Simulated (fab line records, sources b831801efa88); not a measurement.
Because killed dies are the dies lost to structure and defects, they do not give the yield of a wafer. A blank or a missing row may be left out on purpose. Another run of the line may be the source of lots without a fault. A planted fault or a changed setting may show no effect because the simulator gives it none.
Which of the tools did it? ; flow gf180mcu ; Sampling: 12 lots, 33 wafers, 5 of 602 route steps

== WHAT THE GAUGES READ, wafer by wafer ==
GF_NWELL_TW_MEAS_11.
lot;measured;on;NWELL_TW
L370;day 3 07:32;filmMetro-01;1581 1560 1569
L371;day 3 15:32;filmMetro-02;1591 1595 1602
L373;day 3 23:59;filmMetro-02;1609 1605 1597
L372;day 4 00:08;filmMetro-03;1585 1579 1584
L374;day 4 04:12;filmMetro-02;1591 1597 1593
L375;day 4 09:04;filmMetro-03;1592 1586 1598
L381;day 5 22:15;filmMetro-02;1485 1596
L383;day 6 07:54;filmMetro-02;1487 1591
L385;day 6 15:52;filmMetro-02;1587 1487
L389;day 7 13:32;filmMetro-03;1592 1595 1591
L390;day 7 21:26;filmMetro-02;1593 1597 1601
L391;day 8 02:11;filmMetro-02;1594 1598 1599

GF_VT_IMPLANT_OVL_MEAS_07.
lot;measured;on;VT_IMPLANT_OVL (nm)
L370;day 5 13:03;overlay-01;1.6 0.2 3.1
L371;day 5 21:08;overlay-01;0.0 0.7 1.2
L373;day 6 08:48;overlay-01;0.7 3.4 2.2
L372;day 6 09:06;overlay-02;-0.5 -1.7 0.2
L374;day 6 11:14;overlay-01;0.4 -0.6 0.0
L375;day 6 19:48;overlay-01;0.4 -0.7 -0.7
L381;day 8 12:58;overlay-02;0.9 0.8
L383;day 8 23:19;overlay-01;0.8 -0.1
L385;day 9 08:23;overlay-01;2.0 0.5
L389;day 10 07:55;overlay-02;-0.8 -1.1 -0.4
L390;day 10 19:25;overlay-02;-0.5 -1.5 -0.6
L391;day 10 23:43;overlay-01;0.4 2.3 1.1

GF_VT_IMPLANT_RS_MEAS_47: measurement is done with a four-point probe.
lot;measured;on;NWELL_RS (ohm/sq)
L370;day 7 10:44;filmMetro-03;486.8 488.0 488.0
L371;day 7 20:33;filmMetro-02;486.8 489.0 487.2
L373;day 8 07:05;filmMetro-02;485.9 484.7 484.6
L372;day 8 08:55;filmMetro-02;488.0 487.6 488.0
L374;day 8 10:40;filmMetro-01;488.2 486.7 488.8
L375;day 8 20:56;filmMetro-02;488.0 486.9 488.3
L381;day 10 17:16;filmMetro-01;561.3 488.1
L383;day 11 04:22;filmMetro-02;560.7 487.5
L385;day 11 15:07;filmMetro-01;484.9 557.8
L389;day 12 16:19;filmMetro-02;486.8 487.1 487.1
L390;day 13 05:05;filmMetro-01;486.9 485.3 485.9
L391;day 13 10:32;filmMetro-02;486.3 487.4 487.4

GF_HV_LDD_THK_MEAS_57.
lot;measured;on;HV_LDD_CVD_56_THK (nm)
L370;day 12 08:02;filmMetro-01;90.5 90.5 90.6
L371;day 12 19:40;filmMetro-02;89.5 89.1 89.5
L373;day 13 04:55;filmMetro-03;89.2 89.7 89.6
L372;day 13 11:05;filmMetro-01;89.4 89.8 90.5
L374;day 13 13:14;filmMetro-01;88.4 88.5 88.4
L375;day 13 22:25;filmMetro-01;89.5 89.6 89.3
L381;day 16 03:17;filmMetro-02;91.4 91.5
L383;day 16 17:26;filmMetro-03;89.4 89.8
L385;day 17 09:05;filmMetro-01;90.7 90.4
L389;day 18 15:50;filmMetro-01;91.1 91.8 91.1
L390;day 19 10:29;filmMetro-01;90.9 90.8 91.1
L391;day 19 17:04;filmMetro-01;90.3 91.5 90.4

== WHICH TOOL RAN EACH LOT (tool, then ch and the chambers of the sampled wafers, then the start) ==
lot;GF_NWELL_IMPLANT_08
L370;implanter-04 ch 0, day 3 07:08
L371;implanter-04 ch 0, day 3 15:10
L373;implanter-01 ch 0, day 3 23:35
L372;implanter-04 ch 0, day 3 23:44
L374;implanter-04 ch 0, day 4 03:50
L375;implanter-01 ch 0, day 4 08:41
L381;implanter-04 ch 0, day 5 21:53
L383;implanter-04 ch 0, day 6 07:32
L385;implanter-04 ch 0, day 6 15:31
L389;implanter-01 ch 0, day 7 13:10
L390;implanter-01 ch 0, day 7 21:04
L391;implanter-01 ch 0, day 8 01:47
- GF_NWELL_IMPLANT_08

== WHAT THE TOOLS THEMSELVES READ (means of the sampled wafers that have a number; where no wafer has one, the mark that the record gives instead) ==
GF_NWELL_IMPLANT_08.
lot;tool;beamOnS (s);faradayCurrentUA
L370;implanter-04;10.07;84.2
L371;implanter-04;10.14;83.8
L373;implanter-01;9.92;85.1
L372;implanter-04;10.02;84.4
L374;implanter-04;9.93;84.9
L375;implanter-01;10.01;84.9
L381;implanter-04;8.67;99.2
L383;implanter-04;9.01;94.9
L385;implanter-04;8.92;97.2
L389;implanter-01;10.10;83.7
L390;implanter-01;9.93;84.9
L391;implanter-01;10.04;84.1

== THE ANSWER, worked out from the rows above alone ==
Rule: what is usual is taken from the lots themselves. The widest of any qualifying gaps counts: lots, ordered by their means at a reading, are off when they make up no more than a third of the lots, leave a main group of 4 or more, and stand apart from it by 3 or more times the standard deviation of that group's means. A main group whose means are all the same, to the digits that the tables above print for the reading, isn't used. A lot without any number at a reading at which 4 lots or more have one is off too. Where the step has rows for the other lots, those lots are counted as sound. First the gauges in route order, then the tools' own readings, where a lot's mean is used as printed above. At the first step where some lot is off, the reading lying furthest off is the one used; lots without a number count as furthest.
Off: L381, L383, L385, at GF_NWELL_TW_MEAS_11 (NWELL_TW). Mean 1592 and standard deviation 9.3 in the main group.
If a tool, at a process step before that reading, ran all the lots that are off and no sound lot after the first of them, it fits. Not tried: the gauges at GF_NWELL_TW_MEAS_11; whatever is off there is also off at GF_NWELL_IMPLANT_08, on other tools, and gauge error can't account for it. One candidate fits, namely implanter-04 at GF_NWELL_IMPLANT_08. Its last sound lot is L374 (day 4 03:50), its first lot that is off L381 (day 5 21:53): a fault that began between those two fits.
The tool's own readings at GF_NWELL_IMPLANT_08 bear it out: on the lots that are off they differ by more than 5 times the standard deviation of the sound lots' means. beamOnS reads 8.87 s there against 10.02 s on the sound lots; faradayCurrentUA reads 97.1 there against 84.4 on the sound lots.

== WHAT WAS PUT IN BY THE SIMULATOR ==
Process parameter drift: implanter-04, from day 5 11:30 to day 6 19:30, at GF_NWELL_IMPLANT_08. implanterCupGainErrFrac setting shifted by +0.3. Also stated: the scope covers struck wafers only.
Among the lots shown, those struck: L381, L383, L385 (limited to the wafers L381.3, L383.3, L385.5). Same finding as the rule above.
